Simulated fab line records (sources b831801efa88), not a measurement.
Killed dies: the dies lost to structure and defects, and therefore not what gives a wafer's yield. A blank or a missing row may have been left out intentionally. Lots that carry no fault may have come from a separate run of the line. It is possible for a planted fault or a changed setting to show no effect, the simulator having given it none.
Which tool did it? | flow sky130 | 15 lots, 45 wafers sampled, at 1 step of a route of 708

== WHAT EACH GAUGE READ, for each wafer ==
Not one reading of a measure or inspect step in the record can be checked against a usual standard deviation.

== WHAT TOOL EACH LOT RAN ON (gives the tool, then ch and the chambers of the sampled wafers, and finally the start) ==
lot  | SKY_LOCAL_INTERCONNECT_DEVELOP_10
L873 | lithoTrack-02 ch 0, day 29 20:00
L875 | lithoTrack-03 ch 0, day 30 23:00
L877 | lithoTrack-03 ch 0, day 31 05:00
L878 | lithoTrack-01 ch 0, day 31 15:00
L879 | lithoTrack-01 ch 0, day 33 15:00
L880 | lithoTrack-01 ch 0, day 33 16:00
L881 | lithoTrack-03 ch 0, day 33 17:00
L883 | lithoTrack-02, day 33 18:00
L882 | lithoTrack-01, day 33 19:00
L884 | lithoTrack-03, day 34 03:00
L891 | lithoTrack-01 ch 0, day 37 06:00
L890 | lithoTrack-01 ch 0, day 37 08:00
L894 | lithoTrack-03 ch 0, day 37 13:00
L892 | lithoTrack-01 ch 0, day 37 13:00
L895 | lithoTrack-02 ch 0, day 37 14:00
- SKY_LOCAL_INTERCONNECT_DEVELOP_10: develop time 60 s.

== WHAT THE TOOLS THEMSELVES READ (means of the sampled wafers that have a number; where no wafer has one, the mark that the record gives instead) ==
SKY_LOCAL_INTERCONNECT_DEVELOP_10. Usual: chillPlateTempC 23.00 C, standard deviation 0.11.
lot  | tool          | chillPlateTempC (C) | flag
L873 | lithoTrack-02 | 23.05               | 
L875 | lithoTrack-03 | 23.15               | 
L877 | lithoTrack-03 | 23.06               | 
L878 | lithoTrack-01 | 22.91               | 
L879 | lithoTrack-01 | 22.95               | 
L880 | lithoTrack-01 | 23.07               | 
L881 | lithoTrack-03 | 22.98               | 
L883 | lithoTrack-02 | -                   | OFF
L882 | lithoTrack-01 | -                   | OFF
L884 | lithoTrack-03 | -                   | OFF
L891 | lithoTrack-01 | 23.03               | 
L890 | lithoTrack-01 | 22.90               | 
L894 | lithoTrack-03 | 23.07               | 
L892 | lithoTrack-01 | 23.10               | 
L895 | lithoTrack-02 | 22.82               | 

== THE ANSWER, worked out from the rows above alone ==
Rule: lot off if the mean of its wafers having a number is beyond 3 standard deviations from the usual mean. Also off: a lot with no number at a reading for which 4 or more lots have one. Where the step has rows for the other lots, those lots are counted as sound. The gauges are gone through in route order, then the tools' own readings, and for those a lot's mean is taken as printed above. At the first step where some lot is off, the reading lying furthest off is the one used; lots without a number count as furthest.
Off, at SKY_LOCAL_INTERCONNECT_DEVELOP_10 on chillPlateTempC: L883, L882, L884. Without a number there: L883, L882, L884.
A tool fits if, at that step or a process step before it, it ran every lot that is off, and no sound lot after the first of them. None of those tried fits.

== WHAT THE SIMULATOR PUT IN ==
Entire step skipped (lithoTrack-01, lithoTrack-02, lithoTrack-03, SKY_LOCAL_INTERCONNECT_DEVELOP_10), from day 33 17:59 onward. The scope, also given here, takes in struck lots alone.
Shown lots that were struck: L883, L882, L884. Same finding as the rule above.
